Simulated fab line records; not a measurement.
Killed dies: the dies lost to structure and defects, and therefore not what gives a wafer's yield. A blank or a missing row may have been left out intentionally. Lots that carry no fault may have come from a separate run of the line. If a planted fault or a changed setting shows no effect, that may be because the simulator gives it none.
8D (eight disciplines) problem report, filled in by code	flow sky130	the parts of the form that need people (team, actions taken, sign-off) are left out

== 1. WHAT IS WRONG ==
Wafers without a fault read 60.00 rpm, standard deviation 0.033; platenRpm at SKY_LI_CONTACT_CMP_24 reads a mean of 66.01 rpm on 6 wafers belonging to 2 lots. So: +99 or more standard deviations from the usual mean.
The step: polishes, stops on PSG, t overpolish 20 s, target thk 0 nm.
The first sign was on wafer L729.3 at day 34 18:19, on cmp-02. The record has a number at this step for 42 wafers belonging to 14 lots. The rule behind "out" and "out of limits": a value lying over 4 standard deviations away from the usual mean. The other wafers with a number count as sound.

== 2. WHAT IT IS, AND WHAT IT ISN'T ==
question	is	is not
which readings at this step	platenRpm	motorCurrentA, slurryFlowMlMin
which lots	L729, L730	L712, L713, L714, L715, L716, L717, L719, L721, L722, L731, L732, L735
which wafers of those lots	all that have a number	-
read on which tools	cmp-02	cmp-01
when	from day 34 18:19	up to then (27 sound wafers); but 9 sound wafers of L731, L732, L735 came after

== 3. WHAT RULES OUT EACH SUSPECT ==
Counting: any tool at a process step up to the reading is kept as a suspect provided that every lot that is out went through it and no sound lot did after the first of them.
- cmp-02 at SKY_LI_CONTACT_CMP_24 (polishes, stops on PSG, t overpolish 20 s, target thk 0 nm): kept. All lots that are out passed through it, beginning with L729 at day 34 18:19, and no sound lot followed; its final sound lot before that point was L721 at day 32 15:19. On those wafers its own readings are out: platenRpm.
Remaining after the count: cmp-02 at SKY_LI_CONTACT_CMP_24.

== 4. THE CAUSE (what the simulator had put in) ==
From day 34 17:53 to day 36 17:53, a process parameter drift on cmp-02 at SKY_LI_CONTACT_CMP_24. From 60, the setting platenRpm moved by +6. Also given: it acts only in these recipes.
Only this tool survived the counting.

== 5. SEQUENCE OF EFFECTS, ordered by route ==
Each row: a reading where the mean over the struck wafers with a number is more than 3 standard deviations away from the usual. Scope: only readings with a usual standard deviation given in the record; hours: median across lots of the time from each lot's start at the first step in this table that gives one to its start at this step; sigmas: change in usual standard deviations.
hours	step	reading	usual	on struck wafers	change	sigmas
0	SKY_LI_CONTACT_CMP_24	platenRpm	60.00 rpm	66.01	+6.01	+99 or more
It contains these process steps:
- SKY_LI_CONTACT_CMP_24: polishes, stops on PSG, t overpolish 20 s, target thk 0 nm.

== 6. HOW IT WOULD HAVE BEEN CAUGHT EARLIER ==
In this record the first reading out of limits was taken at day 34 18:19, 0 hours after the fault began at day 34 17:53.
